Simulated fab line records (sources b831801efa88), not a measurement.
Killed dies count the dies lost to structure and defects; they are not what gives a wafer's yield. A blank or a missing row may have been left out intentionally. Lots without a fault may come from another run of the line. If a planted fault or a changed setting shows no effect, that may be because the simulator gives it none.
Which tool is to blame? / flow gf180mcu / 6 lots, 18 wafers sampled, at 2 steps of a route of 602

WHAT THE GAUGES SHOWED, per wafer
GF_HV_LDD_THK_MEAS_55.
lot=L175; measured=day 12 17:11; on=film metro-03; HV_LDD_CVD_54_THK (nm)=10.12 9.94 10.09
lot=L177; measured=day 13 08:22; on=film metro-01; HV_LDD_CVD_54_THK (nm)=10.00 10.06 10.09
lot=L179; measured=day 14 01:57; on=film metro-01; HV_LDD_CVD_54_THK (nm)=9.93 9.96 9.92
lot=L182; measured=day 15 05:35; on=film metro-04; HV_LDD_CVD_54_THK (nm)=10.11 10.23 10.27
lot=L184; measured=day 15 20:13; on=film metro-03; HV_LDD_CVD_54_THK (nm)=10.16 10.02 10.09
lot=L195; measured=day 19 15:49; on=film metro-01; HV_LDD_CVD_54_THK (nm)=10.21 10.14 10.10

WHAT TOOL EACH LOT RAN ON (gives the tool, then ch and the chambers of the sampled wafers, and finally the start)
lot=L175; GF_HV_LDD_STRIP_49=plasma asher-01 ch 0,1, day 12 15:46
lot=L177; GF_HV_LDD_STRIP_49=plasma asher-01 ch 0,1, day 13 06:56
lot=L179; GF_HV_LDD_STRIP_49=plasma asher-01 ch 0,1, day 14 00:31
lot=L182; GF_HV_LDD_STRIP_49=plasma asher-04 ch 0,1, day 15 04:10
lot=L184; GF_HV_LDD_STRIP_49=plasma asher-04 ch 0,1, day 15 18:47
lot=L195; GF_HV_LDD_STRIP_49=plasma asher-04 ch 0,1, day 19 14:22
- GF_HV_LDD_STRIP_49: strips in O2/N2.

THE ANSWER, worked out from the rows above alone
Rule: the usual values come from the lots themselves. Put in order of their means at a reading, lots are off if they are a third of the lots or fewer, leave a main group of 4 or more, and stand apart from it by a gap of 3 or more times the standard deviation of the main group's means; of several such gaps the widest counts. A main group is skipped when, at the precision printed for the reading in the tables above, its means are all equal. A lot without any number at a reading at which 4 lots or more have one is off too. The other lots that the step has rows for count as sound.
None of the lots is off at any reading shown; this tells nothing.

WHAT THE SIMULATOR HAD INSERTED
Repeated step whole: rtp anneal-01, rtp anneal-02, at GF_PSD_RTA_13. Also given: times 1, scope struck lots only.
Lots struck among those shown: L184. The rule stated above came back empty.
